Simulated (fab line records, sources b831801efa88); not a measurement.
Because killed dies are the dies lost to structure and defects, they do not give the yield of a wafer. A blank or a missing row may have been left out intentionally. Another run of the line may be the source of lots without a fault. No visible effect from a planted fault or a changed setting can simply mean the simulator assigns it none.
Code-filled problem report in 8D (eight disciplines) form | flow sky130 | the parts of the form that need people (team, actions taken, sign-off) are left out

## 1. PROBLEM STATEMENT
SD_N_TW at SKY_SD_N_TW_MEAS_12 reads a mean of 30 on 1 wafer of 1 lot; wafers without a fault read 4003 with a standard deviation of 22. That is -99 or more standard deviations from the usual mean.
The first sign was on wafer L183.5 at day 32 06:15, on film_metro-04. The record holds 33 wafers of 11 lots with a number at this step. Rule for "out", or "out of limits": more than 4 standard deviations from the usual mean. All remaining wafers that have a number are taken as sound.

## 2. WHAT IT IS AND WHAT IT IS NOT
question                    | is                | is not
which readings at this step | SD_N_TW           | -
which lots                  | L183              | L172, L173, L175, L187, L188, L189, L191, L193, L194, L195
which wafers of those lots  | L183.5            | L183.1, L183.3
read on which gauges        | film_metro-04     | film_metro-02, film_metro-03
when                        | from day 32 06:15 | up to then (11 sound wafers); but 21 sound wafers of L187, L188, L189, L191, L193, L194, L195 came after

## 3. THE SUSPECTS, EACH WITH WHAT RULES IT OUT
Counting: a tool at a process step up to the reading stays a suspect if it ran every lot that is out. Sound lots after the first of them don't rule it out here, since some wafers of a struck lot are sound.
- the gauge at SKY_SD_N_TW_MEAS_12: ruled out. All the wafers that are out were read on film_metro-04, but those of them that SKY_PAD_OPEN_PROBE_99 has rows for are out there too, on other tools.
- plasma_asher-03 at SKY_LDD_HVP_STRIP_09 (strips in O2/N2): kept. The lot that is out, L183, ran on it at day 26 03:53; the last sound lot it ran before that was L175, at day 23 04:17.
- plasma_asher-01 at SKY_RES_XHIGH_STRIP_08 (strips in O2/N2): kept. It ran the lot that is out, L183 (day 31 01:36).
- litho_track-01 at SKY_SD_N_DEVELOP_06 (develop time 60 s): kept. The lot that is out, L183, ran on it at day 32 05:32; the last sound lot it ran before that was L172, at day 28 03:01.
Left after counting: plasma_asher-03 at SKY_LDD_HVP_STRIP_09, plasma_asher-01 at SKY_RES_XHIGH_STRIP_08, litho_track-01 at SKY_SD_N_DEVELOP_06.

## 4. THE CAUSE (what the simulator had put in)
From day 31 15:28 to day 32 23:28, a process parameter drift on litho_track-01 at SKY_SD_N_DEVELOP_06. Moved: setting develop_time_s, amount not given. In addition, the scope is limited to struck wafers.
Counting left 3 suspects, and this tool is among them.

## 5. THE CHAIN OF EFFECTS, in route order
Rows list readings where the struck wafers' mean (over those with a number) sits beyond 3 standard deviations from the usual. Readings are gone through only where the record gives a usual standard deviation; hours: the median, over the lots, of the time from a lot's start at the first step in this table giving one to that lot's start at this step; sigmas: the change measured in usual standard deviations.
hours | step                  | reading             | usual | on struck wafers | change | sigmas
0     | SKY_SD_N_TW_MEAS_12   | SD_N_TW             | 4003  | 30               | -3973  | -99 or more
403   | SKY_PAD_OPEN_PROBE_99 | killed_at_front_end | 15    | 434              | +419   | +91
403   | SKY_PAD_OPEN_PROBE_99 | killed_dies         | 87    | 492              | +405   | +40
403   | SKY_PAD_OPEN_PROBE_99 | killed_on_rim       | 17    | 96               | +79    | +20
The process steps in it:
- SKY_PAD_OPEN_PROBE_99
Readings that are blank on the struck wafers while sound wafers have them: cd_nm at SKY_SD_N_CD_MEAS_07; SD_N_OVL at SKY_SD_N_OVL_MEAS_08.

## 6. HOW IT WOULD HAVE BEEN CAUGHT EARLIER
15 hours passed between the start of the fault at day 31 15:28 and the first reading out of limits at a measuring or inspecting step in this record, taken at day 32 06:15.
Between SKY_SD_N_DEVELOP_06 and SKY_SD_N_TW_MEAS_12, SKY_SD_N_CD_MEAS_07 gave no cd_nm and SKY_SD_N_OVL_MEAS_08 gave no SD_N_OVL on the struck wafers, where sound wafers have one: a measuring or inspecting step that comes back empty is itself a sign.
Lots out: 1; all had begun SKY_SD_N_DEVELOP_06 on litho_track-01 by day 32 06:15. None of them would have been spared by holding the tool at that moment.
